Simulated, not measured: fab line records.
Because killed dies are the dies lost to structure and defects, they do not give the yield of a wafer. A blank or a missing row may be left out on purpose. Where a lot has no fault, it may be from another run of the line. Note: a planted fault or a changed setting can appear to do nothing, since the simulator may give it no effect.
Which tool was responsible?    flow sky130    12 lots, 36 wafers sampled, at 5 steps of a route of 708

WHAT THE GAUGES READ, wafer by wafer
SKY_RES_XHIGH_TW_MEAS_09. Usual: RES_XHIGH_TW typically reads 1639, with standard deviation 15.
lot   measured      on             RES_XHIGH_TW    flag
L525  day 26 18:40  film-metro-01  1638 1653 1648  
L526  day 26 23:56  film-metro-01  1654 1651 1650  
L528  day 28 00:40  film-metro-03  1621 1621 1621  
L529  day 28 09:08  film-metro-04  1665 1675 1663  
L531  day 28 21:37  film-metro-04  1665 1653 1656  
L533  day 30 08:46  film-metro-01  30 30 30        OFF
L542  day 32 11:33  film-metro-01  1627 1623 1619  
L543  day 32 15:38  film-metro-04  1651 1661 1660  
L544  day 33 17:10  film-metro-01  1637 1636 1632  
L545  day 33 21:19  film-metro-01  1634 1636 1633  
L546  day 33 22:34  film-metro-03  1629 1629 1626  
L547  day 34 02:47  film-metro-03  1626 1625 1635  

SKY_SD_N_RS_MEAS_18: a four-point-probe measurement. Usual: RES_XHIGH_RS typically reads 333.6 ohm/sq, with standard deviation 1.3.
lot   measured      on             RES_XHIGH_RS (ohm/sq)  flag
L525  day 28 00:27  film-metro-01  333.9 332.3 331.6      
L526  day 28 05:03  film-metro-03  332.2 333.5 333.9      
L528  day 29 05:43  film-metro-03  333.4 333.4 332.9      
L529  day 29 13:35  film-metro-04  330.5 331.4 331.3      
L531  day 30 12:20  film-metro-01  334.4 335.8 334.4      
L533  day 30 23:40  film-metro-01  332.1 332.7 332.7      
L542  day 33 14:37  film-metro-03  333.8 333.8 334.8      
L543  day 33 18:26  film-metro-04  332.5 331.4 332.0      
L544  day 34 20:43  film-metro-03  334.4 334.6 334.6      
L545  day 35 00:52  film-metro-03  336.0 335.3 336.3      
L546  day 35 02:06  film-metro-04  333.1 333.0 334.7      
L547  day 35 06:23  film-metro-01  333.4 332.5 334.4      

SKY_LI_CONTACT_CD_MEAS_12: the cd target is 170 nm. Usual: 170.1 nm for cd-nm, sd 1.6.
lot   measured      on         cd-nm (nm)         flag
L525  day 29 06:02  cd-sem-01  169.8 171.2 169.9  
L526  day 29 09:43  cd-sem-02  170.3 169.3 171.5  
L528  day 30 08:13  cd-sem-01  167.7 168.2 168.9  
L529  day 30 12:00  cd-sem-02  172.7 174.5 174.1  
L531  day 31 14:04  cd-sem-02  170.0 170.9 168.9  
L533  day 32 03:17  cd-sem-02  171.9 170.9 171.1  
L542  day 34 18:02  cd-sem-01  170.2 169.4 171.4  
L543  day 34 21:18  cd-sem-01  170.6 172.5 171.2  
L544  day 35 23:41  cd-sem-01  169.9 170.6 168.2  
L545  day 36 03:55  cd-sem-02  172.1 169.4 171.1  
L546  day 36 05:20  cd-sem-01  169.2 168.5 171.6  
L547  day 36 08:51  cd-sem-02  171.0 170.9 170.1  

EACH LOT AND THE TOOL THAT RAN IT (in order: tool; ch and the chambers of the sampled wafers; start)
lot   SKY_RES_PROTECT_STRIP_07              SKY_RES_XHIGH_EXPOSE_04
L525  plasma-asher-02 ch 0,1, day 15 08:05  iline-stepper-01 ch 0, day 26 03:46
L526  plasma-asher-01 ch 0,1, day 15 11:22  iline-stepper-01 ch 0, day 26 09:55
L528  plasma-asher-01 ch 0,1, day 16 06:37  iline-stepper-01 ch 0, day 27 10:01
L529  plasma-asher-01 ch 0,1, day 16 17:22  iline-stepper-01 ch 0, day 27 19:29
L531  plasma-asher-04 ch 0, day 17 06:22    iline-stepper-02 ch 0, day 28 07:17
L533  plasma-asher-02 ch 0,1, day 19 00:29  iline-stepper-02 ch 0, day 29 20:40
L542  plasma-asher-02 ch 0,1, day 21 19:04  iline-stepper-01 ch 0, day 31 20:50
L543  plasma-asher-02 ch 0,1, day 21 22:04  iline-stepper-02 ch 0, day 32 01:01
L544  plasma-asher-02 ch 0,1, day 22 04:22  iline-stepper-02 ch 0, day 33 02:19
L545  plasma-asher-04 ch 0,1, day 22 21:52  iline-stepper-02 ch 0, day 33 07:37
L546  plasma-asher-01 ch 0,1, day 23 01:22  iline-stepper-01 ch 0, day 33 08:45
L547  plasma-asher-01 ch 0,1, day 23 03:04  iline-stepper-01 ch 0, day 33 13:47
- SKY_RES_PROTECT_STRIP_07: strips in O2/N2.
- SKY_RES_XHIGH_EXPOSE_04: exposes mask URPM, target cd 1270 nm.

AS READ BY THE TOOLS THEMSELVES (means over the sampled wafers that have a number; for cases with no such wafer, the mark the record gives instead)
SKY_RES_PROTECT_STRIP_07. Usual: chamber-pressure-mTorr 1500.1 mTorr, standard deviation 1.3; drypump-motor-current-A 5.6 A, standard deviation 0.62; oes-product-au 0.518 a.u., standard deviation 0.0049; strip-time-to-endpoint-s 23.31 s, standard deviation 0.041.
lot   tool             chamber-pressure-mTorr (mTorr)  drypump-motor-current-A (A)  oes-product-au (a.u.)  strip-time-to-endpoint-s (s)  flag
L525  plasma-asher-02  1501.1                          6.3                          0.517                  23.30                         
L526  plasma-asher-01  1498.9                          5.4                          0.511                  23.28                         
L528  plasma-asher-01  1500.1                          5.2                          0.518                  23.29                         
L529  plasma-asher-01  1499.9                          5.2                          0.516                  23.28                         
L531  plasma-asher-04  1501.8                          5.6                          0.520                  23.34                         
L533  plasma-asher-02  1499.1                          5.8                          0.518                  23.30                         
L542  plasma-asher-02  1501.9                          5.8                          0.516                  23.28                         
L543  plasma-asher-02  1502.0                          5.8                          0.518                  23.30                         
L544  plasma-asher-02  1500.8                          5.8                          0.523                  23.29                         
L545  plasma-asher-04  1500.8                          5.3                          0.518                  23.34                         
L546  plasma-asher-01  1499.5                          5.1                          0.511                  23.38                         
L547  plasma-asher-01  1500.6                          5.4                          0.523                  23.34                         

THE ANSWER, worked out from the rows above alone
Rule: take the mean of a lot's wafers that have a number; if it is more than 3 standard deviations from the usual mean, the lot is off. Also off: a lot with no number at a reading for which 4 or more lots have one. All remaining lots with rows at the step are treated as sound. Order of review: gauges by route order, followed by the tools' own readings, for which a lot's mean as printed above is used. At the first step where some lot is off, the reading lying furthest off is the one used; lots without a number count as furthest.
Off: L533, seen at SKY_RES_XHIGH_TW_MEAS_09 (RES_XHIGH_TW).
A tool fits if, at a process step before that reading, it ran every lot that is off, and no sound lot after the first of them. The gauges at SKY_RES_XHIGH_TW_MEAS_09 are tried like those tools. Not one of the candidates tried fits.

WHAT HAD BEEN PUT IN BY THE SIMULATOR
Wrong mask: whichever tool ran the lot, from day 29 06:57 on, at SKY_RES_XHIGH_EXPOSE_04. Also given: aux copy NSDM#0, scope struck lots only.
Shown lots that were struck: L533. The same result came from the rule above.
